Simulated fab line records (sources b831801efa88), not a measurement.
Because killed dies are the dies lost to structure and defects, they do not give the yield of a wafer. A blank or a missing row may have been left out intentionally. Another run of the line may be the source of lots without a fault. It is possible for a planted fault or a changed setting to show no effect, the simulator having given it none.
Which tool did it? ; flow gf180mcu ; Sampling: 6 lots, 18 wafers, 3 of 602 route steps

## WHAT EACH GAUGE READ, for each wafer
GF_PSD_CD_MEAS_07: the cd target is 400 nm.
lot;measured;on;cd nm (nm)
L734;day 14 06:22;cd sem-02;401.9 403.6 401.6
L737;day 15 12:50;cd sem-01;402.4 401.9 400.2
L739;day 16 08:12;cd sem-01;406.5 405.4 403.5
L745;day 18 16:20;cd sem-02;403.4 399.3
L753;day 21 07:48;cd sem-01;401.0 396.6 399.3
L755;day 22 03:16;cd sem-01;401.3 401.4 404.4

## WHAT TOOL EACH LOT RAN ON (gives the tool, then ch and the chambers of the sampled wafers, and finally the start)
lot;GF_HV_LDD_STRIP_10;GF_HV_LDD_ETCHBACK_58
L734;plasma asher-02 ch 0,1, day 10 02:02;rie diel-03 ch 0,1,2, day 12 13:08
L737;plasma asher-03 ch 0,1, day 11 04:38;rie diel-02 ch 1,2,3, day 13 17:41
L739;plasma asher-03 ch 0,1, day 11 19:58;rie diel-03 ch 1,2, day 14 13:11
L745;plasma asher-02 ch 0,1, day 13 20:53;rie diel-03 ch 2,3, day 16 17:43
L753;plasma asher-02 ch 0, day 16 05:19;rie diel-03 ch 1,2,3, day 19 07:32
L755;plasma asher-02 ch 0,1, day 16 23:19;rie diel-02 ch 0,1, day 20 03:50
- GF_HV_LDD_STRIP_10: strips in O2/N2.
- GF_HV_LDD_ETCHBACK_58: etches Si3N4 in CH3F/O2, stops on SiO2, time 100 s, target depth 90 nm.

## THE ANSWER, worked out from the rows above alone
Rule: what is usual is taken from the lots themselves. The widest of any qualifying gaps counts: lots, ordered by their means at a reading, are off when they make up no more than a third of the lots, leave a main group of 4 or more, and stand apart from it by 3 or more times the standard deviation of that group's means. Not used: any main group whose means are identical at the precision the tables above print for the reading. Also off: a lot with no number at a reading for which 4 or more lots have one. Where the step has rows for the other lots, those lots are counted as sound.
Across all readings shown, no lot is off: no conclusion can be drawn from this.

## WHAT WAS PUT IN BY THE SIMULATOR
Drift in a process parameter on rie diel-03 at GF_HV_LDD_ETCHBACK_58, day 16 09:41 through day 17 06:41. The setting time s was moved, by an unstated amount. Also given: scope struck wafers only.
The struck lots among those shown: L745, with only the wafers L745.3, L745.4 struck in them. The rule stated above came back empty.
